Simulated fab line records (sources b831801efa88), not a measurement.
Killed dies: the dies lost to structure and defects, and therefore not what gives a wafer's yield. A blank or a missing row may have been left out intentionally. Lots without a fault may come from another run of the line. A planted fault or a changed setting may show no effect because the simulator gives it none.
Matching of chambers | flow gf180mcu | 4 sister chambers for GF_V5_CMP_04 on cmp-01
The step polishes SiO2. 8 wafers are shown with their chamber, then 8 later ones without.

== WAFERS WITH THEIR CHAMBER ==
wafer  | chamber | motor_current_A (A) | platen_rpm (rpm)
L078.1 | 2       | 12.4                | 60.00
L078.5 | 3       | 14.0                | 60.06
L081.2 | 1       | 11.9                | 59.93
L081.4 | 3       | 14.4                | 59.99
L082.2 | 0       | 11.0                | 60.03
L082.3 | 2       | 13.2                | 60.04
L082.4 | 1       | 11.0                | 59.94
L085.2 | 0       | 10.2                | 60.01

== WAFERS WITHOUT THEIR CHAMBER ==
wafer  | motor_current_A (A) | platen_rpm (rpm)
L085.5 | 13.0                | 60.02
L085.6 | 14.0                | 60.04
L092.1 | 10.1                | 60.02
L092.5 | 11.7                | 59.94
L092.6 | 12.2                | 60.07
L095.1 | 14.2                | 60.05
L095.4 | 10.5                | 60.04
L095.5 | 12.9                | 60.05

== WHICH CHAMBER EACH ONE RAN IN ==
wafer  | from the rows above     | in truth
L085.5 | can't be placed: 2 or 3 | 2
L085.6 | can't be placed: 3 or 2 | 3
L092.1 | 0                       | 0
L092.5 | 1                       | 1
L092.6 | can't be placed: 2 or 0 | 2
L095.1 | can't be placed: 3 or 2 | 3
L095.4 | 0                       | 0
L095.5 | can't be placed: 2 or 3 | 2
Correctly placed: 3 of 8. From these rows, 5 cannot be placed; in 5 the true chamber is one of the candidates. Placed wrongly: 0.
How it was worked out, from the rows above alone: a wafer's distance from a chamber is the root of the sum, over the readings, of the square of ((its reading less the chamber's mean) divided by the reading's scatter). If the next closest chamber is less than 2 further off than the closest, the wafer can't be placed; otherwise it belongs to the closest. The mean given for a chamber averages the wafers shown for that chamber. How the scatter is found: for the shown wafers, subtract from each reading the mean of its chamber, square and add these, divide the total by (wafers less chambers), then take the root.
